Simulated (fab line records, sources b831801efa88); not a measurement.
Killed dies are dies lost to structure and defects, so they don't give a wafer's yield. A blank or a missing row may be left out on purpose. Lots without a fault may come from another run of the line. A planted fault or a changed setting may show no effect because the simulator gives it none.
Which tool did it? | flow sky130 | 15 lots, 45 wafers sampled, at 6 steps of a route of 708

WHAT THE GAUGES READ, wafer by wafer
SKY_LDD_LDN_TW_MEAS_13. Usual: LDD_LDN_TW 1477, standard deviation 13.
lot  | measured     | on            | LDD_LDN_TW     | flag
L715 | day 22 20:50 | film_metro-04 | 1488 1486 1468 |
L716 | day 23 10:09 | film_metro-03 | 1453 1458 1449 |
L717 | day 23 10:00 | film_metro-04 | 1496 1488 1486 |
L719 | day 24 14:20 | film_metro-01 | 1478 1475 1483 |
L720 | day 24 17:44 | film_metro-01 | 1482 1483 1481 |
L721 | day 24 20:56 | film_metro-04 | 1485 1475 1483 |
L722 | day 25 06:16 | film_metro-01 | 1490 1483 1476 |
L724 | day 26 03:19 | film_metro-01 | 1486 1489 1476 |
L725 | day 26 12:53 | film_metro-04 | 1496 1487 1479 |
L729 | day 28 01:29 | film_metro-01 | 1490 1491 1485 |
L732 | day 29 17:53 | film_metro-04 | 1494 1486 1485 |
L734 | day 29 19:16 | film_metro-03 | 1453 1458 1456 |
L736 | day 30 13:41 | film_metro-01 | 1475 1478 1476 |
L737 | day 30 13:06 | film_metro-03 | 1465 1461 1451 |
L738 | day 30 19:02 | film_metro-03 | 1458 1464 1453 |

SKY_SD_P_TW_MEAS_11. Usual: SD_P_TW 2817, standard deviation 20.
lot  | measured     | on            | SD_P_TW        | flag
L715 | day 25 11:01 | film_metro-01 | 2826 2830 2833 |
L716 | day 25 23:50 | film_metro-01 | 2824 2831 2836 |
L717 | day 25 23:22 | film_metro-02 | 2817 2832 2827 |
L719 | day 27 03:00 | film_metro-01 | 2861 2845 2842 |
L720 | day 27 06:11 | film_metro-02 | 2810 2799 2810 |
L721 | day 27 09:23 | film_metro-03 | 2777 2793 2803 |
L722 | day 27 18:44 | film_metro-03 | 2799 2791 2798 |
L724 | day 28 15:57 | film_metro-01 | 2846 2836 2851 |
L725 | day 29 01:00 | film_metro-02 | 2800 2802 2810 |
L729 | day 30 11:01 | film_metro-02 | 2818 2806 2810 |
L732 | day 32 13:55 | film_metro-02 | 2831 2827 2819 |
L734 | day 32 14:13 | film_metro-01 | 30 30 30       | OFF
L736 | day 32 21:55 | film_metro-03 | 30 30 30       | OFF
L737 | day 32 21:33 | film_metro-01 | 30 30 30       | OFF
L738 | day 33 04:37 | film_metro-01 | 2857 2848 2858 |

SKY_SD_N_RS_MEAS_17: measures by four-point-probe. Usual: SD_P_RS 147.2 ohm/sq, standard deviation 0.37.
lot  | measured     | on            | SD_P_RS (ohm/sq)  | flag
L715 | day 27 22:53 | film_metro-02 | 146.8 146.6 147.4 |
L716 | day 28 11:31 | film_metro-03 | 147.3 146.8 147.1 |
L717 | day 28 11:19 | film_metro-02 | 147.7 148.0 147.3 |
L719 | day 29 12:28 | film_metro-02 | 147.5 147.5 147.1 |
L720 | day 29 16:01 | film_metro-03 | 147.3 147.7 147.5 |
L721 | day 29 18:53 | film_metro-02 | 147.9 147.9 148.0 |
L722 | day 30 03:22 | film_metro-01 | 147.1 147.3 147.3 |
L724 | day 31 00:31 | film_metro-02 | 147.0 146.7 146.4 |
L725 | day 31 07:27 | film_metro-02 | 147.4 146.9 147.9 |
L729 | day 32 18:42 | film_metro-03 | 146.7 147.0 147.0 |
L732 | day 34 19:30 | film_metro-01 | 146.9 147.0 147.2 |
L734 | day 34 20:17 | film_metro-03 | 133.0 132.8 133.1 | OFF
L736 | day 35 02:36 | film_metro-03 | 133.0 132.9 133.0 | OFF
L737 | day 35 02:14 | film_metro-02 | 132.9 132.9 132.9 | OFF
L738 | day 35 09:52 | film_metro-03 | 146.7 146.8 146.9 |

WHICH TOOL RAN EACH LOT (tool, then ch and the chambers of the sampled wafers, then the start)
lot  | SKY_FIELD_ISO_STRIP_16              | SKY_SD_P_IMPLANT_09             | SKY_SD_P_STRIP_10
L715 | plasma_asher-04 ch 0,1, day 2 05:17 | implanter-04 ch 0, day 25 10:46 | plasma_asher-03 ch 0,1, day 25 10:55
L716 | plasma_asher-01 ch 0,1, day 2 14:08 | implanter-03 ch 0, day 25 23:37 | plasma_asher-01 ch 0,1, day 25 23:44
L717 | plasma_asher-04 ch 0,1, day 2 16:41 | implanter-04 ch 0, day 25 23:08 | plasma_asher-03 ch 0,1, day 25 23:16
L719 | plasma_asher-04 ch 0,1, day 3 02:04 | implanter-03 ch 0, day 27 02:47 | plasma_asher-03 ch 0,1, day 27 02:55
L720 | plasma_asher-01 ch 0,1, day 3 07:19 | implanter-03 ch 0, day 27 05:58 | plasma_asher-04 ch 0,1, day 27 06:06
L721 | plasma_asher-04 ch 1, day 3 11:35   | implanter-01 ch 0, day 27 09:08 | plasma_asher-03 ch 1, day 27 09:17
L722 | plasma_asher-02 ch 0,1, day 3 17:05 | implanter-03 ch 0, day 27 18:32 | plasma_asher-03 ch 0,1, day 27 18:39
L724 | plasma_asher-01 ch 0,1, day 4 03:17 | implanter-04 ch 0, day 28 15:42 | plasma_asher-01 ch 0,1, day 28 15:51
L725 | plasma_asher-01 ch 0,1, day 4 10:41 | implanter-04 ch 0, day 29 00:45 | plasma_asher-03 ch 0,1, day 29 00:54
L729 | plasma_asher-04 ch 0,1, day 5 06:14 | implanter-04 ch 0, day 30 10:46 | plasma_asher-03 ch 0,1, day 30 10:55
L732 | plasma_asher-01 ch 0,1, day 6 01:59 | implanter-04 ch 0, day 32 13:40 | plasma_asher-01 ch 0,1, day 32 13:49
L734 | plasma_asher-02 ch 1, day 6 08:08   | implanter-03, day 32 13:58      | plasma_asher-03 ch 0,1, day 32 14:07
L736 | plasma_asher-02 ch 0,1, day 7 00:59 | implanter-01, day 32 21:40      | plasma_asher-03 ch 0,1, day 32 21:48
L737 | plasma_asher-01 ch 0,1, day 7 01:22 | implanter-03, day 32 21:20      | plasma_asher-04 ch 0,1, day 32 21:28
L738 | plasma_asher-04 ch 0,1, day 7 06:29 | implanter-01 ch 0, day 33 04:22 | plasma_asher-03 ch 0,1, day 33 04:31
- SKY_FIELD_ISO_STRIP_16: strips in O2/N2.
- SKY_SD_P_IMPLANT_09
- SKY_SD_P_STRIP_10: strips in O2/N2.

WHAT THE TOOLS THEMSELVES READ (means of the sampled wafers that have a number; where no wafer has one, the mark that the record gives instead)
SKY_FIELD_ISO_STRIP_16. Usual: drypump_motor_current_A 5.7 A, standard deviation 0.52; oes_product_au 0.378 a.u., standard deviation 0.0051; strip_time_to_endpoint_s 3.56 s, standard deviation 0.035.
lot  | tool            | drypump_motor_current_A (A) | oes_product_au (a.u.) | strip_time_to_endpoint_s (s) | flag
L715 | plasma_asher-04 | 5.6                         | 0.379                 | 3.58                         |
L716 | plasma_asher-01 | 5.3                         | 0.371                 | 3.60                         |
L717 | plasma_asher-04 | 5.8                         | 0.377                 | 3.53                         |
L719 | plasma_asher-04 | 5.6                         | 0.374                 | 3.54                         |
L720 | plasma_asher-01 | 5.3                         | 0.377                 | 3.57                         |
L721 | plasma_asher-04 | 5.4                         | 0.385                 | 3.60                         |
L722 | plasma_asher-02 | 6.0                         | 0.378                 | 3.55                         |
L724 | plasma_asher-01 | 5.8                         | 0.372                 | 3.57                         |
L725 | plasma_asher-01 | 5.8                         | 0.376                 | 3.57                         |
L729 | plasma_asher-04 | 5.8                         | 0.379                 | 3.54                         |
L732 | plasma_asher-01 | 5.3                         | 0.377                 | 3.52                         |
L734 | plasma_asher-02 | 5.6                         | 0.382                 | 3.55                         |
L736 | plasma_asher-02 | 6.0                         | 0.377                 | 3.54                         |
L737 | plasma_asher-01 | 5.8                         | 0.377                 | 3.55                         |
L738 | plasma_asher-04 | 5.6                         | 0.375                 | 3.57                         |

SKY_SD_P_IMPLANT_09. Usual: beam_energy_keV 19.999, standard deviation 0.006; beam_on_s 13.3 s, standard deviation 1.6; dose_ions_cm2 3e+15, standard deviation 3.3e+12.
lot  | tool         | beam_energy_keV | beam_on_s (s) | dose_ions_cm2 | flag
L715 | implanter-04 | 19.999          | 13.7          | 3e+15         |
L716 | implanter-03 | 20.002          | 11.1          | 3e+15         |
L717 | implanter-04 | 20.001          | 13.4          | 3e+15         |
L719 | implanter-03 | 19.996          | 10.6          | 3e+15         |
L720 | implanter-03 | 20.001          | 10.6          | 3e+15         |
L721 | implanter-01 | 20.010          | 15.0          | 3e+15         |
L722 | implanter-03 | 19.992          | 10.9          | 3e+15         |
L724 | implanter-04 | 19.998          | 13.6          | 3e+15         |
L725 | implanter-04 | 19.996          | 13.5          | 3e+15         |
L729 | implanter-04 | 20.001          | 13.6          | 3e+15         |
L732 | implanter-04 | 20.003          | 13.5          | 3e+15         |
L734 | implanter-03 | -               | -             | -             | OFF
L736 | implanter-01 | -               | -             | -             | OFF
L737 | implanter-03 | -               | -             | -             | OFF
L738 | implanter-01 | 19.999          | 14.7          | 3e+15         |

SKY_SD_P_STRIP_10. Usual: drypump_motor_current_A 5.7 A, standard deviation 0.52; oes_product_au 0.616 a.u., standard deviation 0.0043; strip_time_to_endpoint_s 17.48 s, standard deviation 0.044.
lot  | tool            | drypump_motor_current_A (A) | oes_product_au (a.u.) | strip_time_to_endpoint_s (s) | flag
L715 | plasma_asher-03 | 5.9                         | 0.622                 | 17.44                        |
L716 | plasma_asher-01 | 5.8                         | 0.619                 | 17.48                        |
L717 | plasma_asher-03 | 5.9                         | 0.614                 | 17.42                        |
L719 | plasma_asher-03 | 5.6                         | 0.617                 | 17.47                        |
L720 | plasma_asher-04 | 5.8                         | 0.617                 | 17.47                        |
L721 | plasma_asher-03 | 5.3                         | 0.617                 | 17.50                        |
L722 | plasma_asher-03 | 5.9                         | 0.616                 | 17.54                        |
L724 | plasma_asher-01 | 5.3                         | 0.616                 | 17.57                        |
L725 | plasma_asher-03 | 5.9                         | 0.616                 | 17.48                        |
L729 | plasma_asher-03 | 5.9                         | 0.614                 | 17.47                        |
L732 | plasma_asher-01 | 5.8                         | 0.615                 | 17.52                        |
L734 | plasma_asher-03 | 5.9                         | 0.720                 | 14.12                        | OFF
L736 | plasma_asher-03 | 5.9                         | 0.713                 | 14.18                        | OFF
L737 | plasma_asher-04 | 5.8                         | 0.715                 | 14.14                        | OFF
L738 | plasma_asher-03 | 5.9                         | 0.617                 | 17.42                        |

THE ANSWER, worked out from the rows above alone
Rule: a lot is off if the mean of its wafers that have a number lies more than 3 standard deviations from the usual mean. A lot without any number at a reading at which 4 lots or more have one is off too. The other lots that the step has rows for count as sound. The gauges are gone through in route order, then the tools' own readings, and for those a lot's mean is taken as printed above. The first step at which some lot is off is used, and at that step the reading that is off furthest; a lot without a number counts as furthest.
Off: L734, L736, L737, at SKY_SD_P_TW_MEAS_11 (SD_P_TW).
A tool fits if, at a process step before that reading, it ran every lot that is off, and no sound lot after the first of them. The gauges at SKY_SD_P_TW_MEAS_11 aren't tried: what is off there is off at SKY_SD_P_IMPLANT_09 too, on other tools, and a gauge's error can't cause that. None of those tried fits.

WHAT THE SIMULATOR HAD PUT IN
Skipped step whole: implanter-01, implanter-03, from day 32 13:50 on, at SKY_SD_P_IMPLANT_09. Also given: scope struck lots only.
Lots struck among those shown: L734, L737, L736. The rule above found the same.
